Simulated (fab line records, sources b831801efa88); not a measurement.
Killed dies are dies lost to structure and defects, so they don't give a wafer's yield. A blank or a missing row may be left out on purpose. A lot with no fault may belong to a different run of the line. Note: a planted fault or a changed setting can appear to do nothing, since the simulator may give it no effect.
Which tool was responsible? / flow sky130 / 12 lots with 36 wafers sampled at 5 steps, on a route of 708 steps

WHAT THE GAUGES SHOWED, per wafer
SKY_CAP2M_THK_MEAS_01. Usual: CAP2M_CVD_00_THK gives 15.60 nm (standard deviation 0.19).
lot=L313; measured=day 40 04:59; on=film metro-03; CAP2M_CVD_00_THK (nm)=15.74 15.78 15.92; flag=
lot=L312; measured=day 40 06:14; on=film metro-04; CAP2M_CVD_00_THK (nm)=15.35 15.26 15.64; flag=
lot=L314; measured=day 40 14:56; on=film metro-02; CAP2M_CVD_00_THK (nm)=15.33 15.54 15.61; flag=
lot=L319; measured=day 42 09:54; on=film metro-03; CAP2M_CVD_00_THK (nm)=15.23 15.56 15.62; flag=
lot=L324; measured=day 44 04:38; on=film metro-04; CAP2M_CVD_00_THK (nm)=15.50 15.40 15.94; flag=
lot=L325; measured=day 44 16:44; on=film metro-02; CAP2M_CVD_00_THK (nm)=15.42 15.77 15.77; flag=
lot=L326; measured=day 44 18:57; on=film metro-04; CAP2M_CVD_00_THK (nm)=15.19 15.65 15.89; flag=
lot=L328; measured=day 45 00:33; on=film metro-03; CAP2M_CVD_00_THK (nm)=15.67 15.62 15.66; flag=
lot=L327; measured=day 45 03:19; on=film metro-03; CAP2M_CVD_00_THK (nm)=15.44 15.35 15.52; flag=
lot=L332; measured=day 45 14:17; on=film metro-03; CAP2M_CVD_00_THK (nm)=15.53 15.35 15.89; flag=
lot=L333; measured=day 46 00:28; on=film metro-02; CAP2M_CVD_00_THK (nm)=15.71 15.50 15.55; flag=
lot=L335; measured=day 46 06:50; on=film metro-02; CAP2M_CVD_00_THK (nm)=15.44 15.87 15.60; flag=

WHICH TOOL RAN EACH LOT (tool, then ch and the chambers of the sampled wafers, then the start)
lot=L313; SKY_VIA3_CMP_02=cmp-01 ch 2,3, day 39 02:34; SKY_VIA3_ETCH_14=rie diel-02 ch 0,1,2, day 40 03:27; SKY_VIA3_ETCH_15=rie diel-02 ch 0,1,2, day 40 03:29; SKY_METAL4_SPUTTER_00=pvd sputter-03, day 40 04:49
lot=L312; SKY_VIA3_CMP_02=cmp-01 ch 1,2,3, day 39 03:04; SKY_VIA3_ETCH_14=rie diel-03 ch 0,1,3, day 40 04:31; SKY_VIA3_ETCH_15=rie diel-03 ch 0,1,3, day 40 04:34; SKY_METAL4_SPUTTER_00=pvd sputter-01, day 40 06:04
lot=L314; SKY_VIA3_CMP_02=cmp-01 ch 0,2, day 39 12:05; SKY_VIA3_ETCH_14=rie diel-01 ch 0,3, day 40 13:04; SKY_VIA3_ETCH_15=rie diel-01 ch 0,3, day 40 13:07; SKY_METAL4_SPUTTER_00=pvd sputter-03, day 40 14:46
lot=L319; SKY_VIA3_CMP_02=cmp-02 ch 0,2,3, day 41 08:38; SKY_VIA3_ETCH_14=rie diel-02 ch 0,3, day 42 08:22; SKY_VIA3_ETCH_15=rie diel-02 ch 0,3, day 42 08:25; SKY_METAL4_SPUTTER_00=pvd sputter-04, day 42 09:43
lot=L324; SKY_VIA3_CMP_02=cmp-02 ch 2,3, day 43 03:52; SKY_VIA3_ETCH_14=rie diel-02 ch 0,1,2, day 44 03:04; SKY_VIA3_ETCH_15=rie diel-02 ch 0,1,2, day 44 03:07; SKY_METAL4_SPUTTER_00=pvd sputter-03, day 44 04:28
lot=L325; SKY_VIA3_CMP_02=cmp-01 ch 0,3, day 43 15:57; SKY_VIA3_ETCH_14=rie diel-02 ch 2,3, day 44 15:09; SKY_VIA3_ETCH_15=rie diel-02 ch 2,3, day 44 15:11; SKY_METAL4_SPUTTER_00=pvd sputter-01, day 44 16:33
lot=L326; SKY_VIA3_CMP_02=cmp-01 ch 0,1,3, day 43 18:07; SKY_VIA3_ETCH_14=rie diel-01 ch 0,1,2, day 44 17:25; SKY_VIA3_ETCH_15=rie diel-01 ch 0,1,2, day 44 17:28; SKY_METAL4_SPUTTER_00=pvd sputter-01, day 44 18:47
lot=L328; SKY_VIA3_CMP_02=cmp-02 ch 0,2,3, day 43 23:59; SKY_VIA3_ETCH_14=rie diel-02 ch 0,3, day 44 22:59; SKY_VIA3_ETCH_15=rie diel-02 ch 0,3, day 44 23:01; SKY_METAL4_SPUTTER_00=pvd sputter-01, day 45 00:21
lot=L327; SKY_VIA3_CMP_02=cmp-02 ch 0,2,3, day 44 02:53; SKY_VIA3_ETCH_14=rie diel-03 ch 1,2,3, day 45 01:44; SKY_VIA3_ETCH_15=rie diel-03 ch 1,2,3, day 45 01:46; SKY_METAL4_SPUTTER_00=pvd sputter-04, day 45 03:08
lot=L332; SKY_VIA3_CMP_02=cmp-01 ch 0,1,3, day 44 15:13; SKY_VIA3_ETCH_14=rie diel-03 ch 1,3, day 45 12:42; SKY_VIA3_ETCH_15=rie diel-03 ch 1,3, day 45 12:44; SKY_METAL4_SPUTTER_00=pvd sputter-04, day 45 14:06
lot=L333; SKY_VIA3_CMP_02=cmp-01 ch 0,1,2, day 45 01:26; SKY_VIA3_ETCH_14=rie diel-01 ch 0,1,2, day 45 22:54; SKY_VIA3_ETCH_15=rie diel-01 ch 0,1,2, day 45 22:56; SKY_METAL4_SPUTTER_00=pvd sputter-03, day 46 00:16
lot=L335; SKY_VIA3_CMP_02=cmp-02 ch 0,1,3, day 45 06:06; SKY_VIA3_ETCH_14=rie diel-03 ch 0,1, day 46 04:07; SKY_VIA3_ETCH_15=rie diel-03 ch 0,1, day 46 04:10; SKY_METAL4_SPUTTER_00=pvd sputter-03, day 46 06:40
- SKY_VIA3_CMP_02: polishes SiO2.
- SKY_VIA3_ETCH_14: etches BARC in N2/H2, stops on SiO2, time 45.9 s, target depth 60 nm.
- SKY_VIA3_ETCH_15: etches SiO2 in C4F8/O2/Ar, stops on TiN, target depth 507 nm, time 78 s.
- SKY_METAL4_SPUTTER_00: material Ti, target thk 15 nm, time 10 s.

WHAT THE TOOLS THEMSELVES READ (means of the sampled wafers that have a number; where no wafer has one, the mark that the record gives instead)
SKY_VIA3_CMP_02. Usual: motor current A 12.3 A, standard deviation 1.1.
lot=L313; tool=cmp-01; motor current A (A)=12.3; flag=
lot=L312; tool=cmp-01; motor current A (A)=12.3; flag=
lot=L314; tool=cmp-01; motor current A (A)=12.2; flag=
lot=L319; tool=cmp-02; motor current A (A)=13.0; flag=
lot=L324; tool=cmp-02; motor current A (A)=13.1; flag=
lot=L325; tool=cmp-01; motor current A (A)=11.9; flag=
lot=L326; tool=cmp-01; motor current A (A)=12.2; flag=
lot=L328; tool=cmp-02; motor current A (A)=13.0; flag=
lot=L327; tool=cmp-02; motor current A (A)=13.1; flag=
lot=L332; tool=cmp-01; motor current A (A)=12.7; flag=
lot=L333; tool=cmp-01; motor current A (A)=12.7; flag=
lot=L335; tool=cmp-02; motor current A (A)=11.7; flag=

SKY_VIA3_ETCH_14. Usual: drypump motor current A 5.8 A, standard deviation 0.41; oes product au 0.854 a.u., standard deviation 0.0046; throttle valve pct 13.225 %, standard deviation 0.0097.
lot=L313; tool=rie diel-02; drypump motor current A (A)=5.9; oes product au (a.u.)=0.854; throttle valve pct (%)=13.228; flag=
lot=L312; tool=rie diel-03; drypump motor current A (A)=5.4; oes product au (a.u.)=0.856; throttle valve pct (%)=13.221; flag=
lot=L314; tool=rie diel-01; drypump motor current A (A)=5.9; oes product au (a.u.)=0.858; throttle valve pct (%)=13.221; flag=
lot=L319; tool=rie diel-02; drypump motor current A (A)=5.6; oes product au (a.u.)=0.857; throttle valve pct (%)=13.230; flag=
lot=L324; tool=rie diel-02; drypump motor current A (A)=5.9; oes product au (a.u.)=0.856; throttle valve pct (%)=13.225; flag=
lot=L325; tool=rie diel-02; drypump motor current A (A)=6.1; oes product au (a.u.)=0.852; throttle valve pct (%)=13.223; flag=
lot=L326; tool=rie diel-01; drypump motor current A (A)=5.8; oes product au (a.u.)=0.856; throttle valve pct (%)=13.215; flag=
lot=L328; tool=rie diel-02; drypump motor current A (A)=5.6; oes product au (a.u.)=0.850; throttle valve pct (%)=13.226; flag=
lot=L327; tool=rie diel-03; drypump motor current A (A)=5.6; oes product au (a.u.)=0.853; throttle valve pct (%)=13.226; flag=
lot=L332; tool=rie diel-03; drypump motor current A (A)=5.6; oes product au (a.u.)=0.852; throttle valve pct (%)=13.224; flag=
lot=L333; tool=rie diel-01; drypump motor current A (A)=5.8; oes product au (a.u.)=0.848; throttle valve pct (%)=13.232; flag=
lot=L335; tool=rie diel-03; drypump motor current A (A)=5.2; oes product au (a.u.)=0.856; throttle valve pct (%)=13.227; flag=

SKY_VIA3_ETCH_15. Usual: oes product au 0.946 a.u., standard deviation 0.0048.
lot=L313; tool=rie diel-02; oes product au (a.u.)=0.948; flag=
lot=L312; tool=rie diel-03; oes product au (a.u.)=0.942; flag=
lot=L314; tool=rie diel-01; oes product au (a.u.)=0.977; flag=OFF
lot=L319; tool=rie diel-02; oes product au (a.u.)=0.950; flag=
lot=L324; tool=rie diel-02; oes product au (a.u.)=0.946; flag=
lot=L325; tool=rie diel-02; oes product au (a.u.)=0.945; flag=
lot=L326; tool=rie diel-01; oes product au (a.u.)=0.942; flag=
lot=L328; tool=rie diel-02; oes product au (a.u.)=0.946; flag=
lot=L327; tool=rie diel-03; oes product au (a.u.)=0.950; flag=
lot=L332; tool=rie diel-03; oes product au (a.u.)=0.947; flag=
lot=L333; tool=rie diel-01; oes product au (a.u.)=0.945; flag=
lot=L335; tool=rie diel-03; oes product au (a.u.)=0.944; flag=

SKY_METAL4_SPUTTER_00. Usual: throttle valve pct 30.0 %, standard deviation 0.9.
lot=L313; tool=pvd sputter-03; throttle valve pct (%)=29.9; flag=
lot=L312; tool=pvd sputter-01; throttle valve pct (%)=29.3; flag=
lot=L314; tool=pvd sputter-03; throttle valve pct (%)=29.2; flag=
lot=L319; tool=pvd sputter-04; throttle valve pct (%)=31.0; flag=
lot=L324; tool=pvd sputter-03; throttle valve pct (%)=29.9; flag=
lot=L325; tool=pvd sputter-01; throttle valve pct (%)=29.7; flag=
lot=L326; tool=pvd sputter-01; throttle valve pct (%)=29.6; flag=
lot=L328; tool=pvd sputter-01; throttle valve pct (%)=29.8; flag=
lot=L327; tool=pvd sputter-04; throttle valve pct (%)=30.8; flag=
lot=L332; tool=pvd sputter-04; throttle valve pct (%)=31.0; flag=
lot=L333; tool=pvd sputter-03; throttle valve pct (%)=28.8; flag=
lot=L335; tool=pvd sputter-03; throttle valve pct (%)=29.8; flag=

THE ANSWER, worked out from the rows above alone
Rule: take the mean of a lot's wafers that have a number; if it is more than 3 standard deviations from the usual mean, the lot is off. Also off: a lot with no number at a reading for which 4 or more lots have one. All remaining lots with rows at the step are treated as sound. The gauges are gone through in route order, then the tools' own readings, and for those a lot's mean is taken as printed above. At the first step where some lot is off, the reading lying furthest off is the one used; lots without a number count as furthest.
Off: L314, at SKY_VIA3_ETCH_15 (oes product au).
If a tool, at that step or one of the process steps before it, ran each lot that is off and ran no sound lot following the first of them, it fits. No candidate that was tried fits.

WHAT HAD BEEN PUT IN BY THE SIMULATOR
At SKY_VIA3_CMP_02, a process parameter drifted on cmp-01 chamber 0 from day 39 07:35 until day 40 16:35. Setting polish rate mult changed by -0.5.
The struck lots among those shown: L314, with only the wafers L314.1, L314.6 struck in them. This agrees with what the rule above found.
